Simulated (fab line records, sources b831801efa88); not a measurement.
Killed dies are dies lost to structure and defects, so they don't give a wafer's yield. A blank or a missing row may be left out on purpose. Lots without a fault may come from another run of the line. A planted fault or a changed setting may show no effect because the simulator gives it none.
One fault seen from 2 desks | flow sky130 | each desk has only its own numbers; what lay behind them comes last

THE TOOL OWNER'S DESK: pvd_sputter-04
The tool's own readings at SKY_METAL2_SPUTTER_03 (material Ti, target thk 5 nm, time 3.3 s): means of the sampled wafers that have a number, for each lot that ran on this tool. A lot is out of limits, marked OUT, if its mean lies more than 4 standard deviations from the usual mean; the brackets give that distance.
Columns: A = throttle_valve_pct at SKY_METAL2_SPUTTER_03, usual 29.4 %
lot  | first seen here | A
L351 | day 36 06:55    | 29.8
L361 | day 39 13:43    | 30.4
This desk's finding: nothing out of limits on any of the 2 lots.

THE METROLOGY DESK
What the gauges read, lot by lot, whatever tool the lot ran on: means of the sampled wafers that have a number. A lot is out of limits, marked OUT, if its mean lies more than 4 standard deviations from the usual mean; the brackets give that distance.
Columns: A = VIA1_W_RS at SKY_VIA1_RS_MEAS_22, usual 0.425 ohm/sq; B = VIA1_W_THK at SKY_VIA1_THK_MEAS_23, usual 272 nm
lot  | first seen here | A     | B
L346 | day 34 21:18    | 0.425 | 271
L351 | day 36 06:22    | 0.426 | 270
L361 | day 39 13:11    | 0.427 | 271
L364 | day 40 08:46    | 0.425 | 271
L366 | day 40 17:14    | 0.429 | 270
This desk's finding: nothing out of limits on any of the 5 lots.

PUT TOGETHER
The tool owner's desk saw nothing out of limits.
The metrology desk saw nothing out of limits.

WHAT THE SIMULATOR HAD PUT IN
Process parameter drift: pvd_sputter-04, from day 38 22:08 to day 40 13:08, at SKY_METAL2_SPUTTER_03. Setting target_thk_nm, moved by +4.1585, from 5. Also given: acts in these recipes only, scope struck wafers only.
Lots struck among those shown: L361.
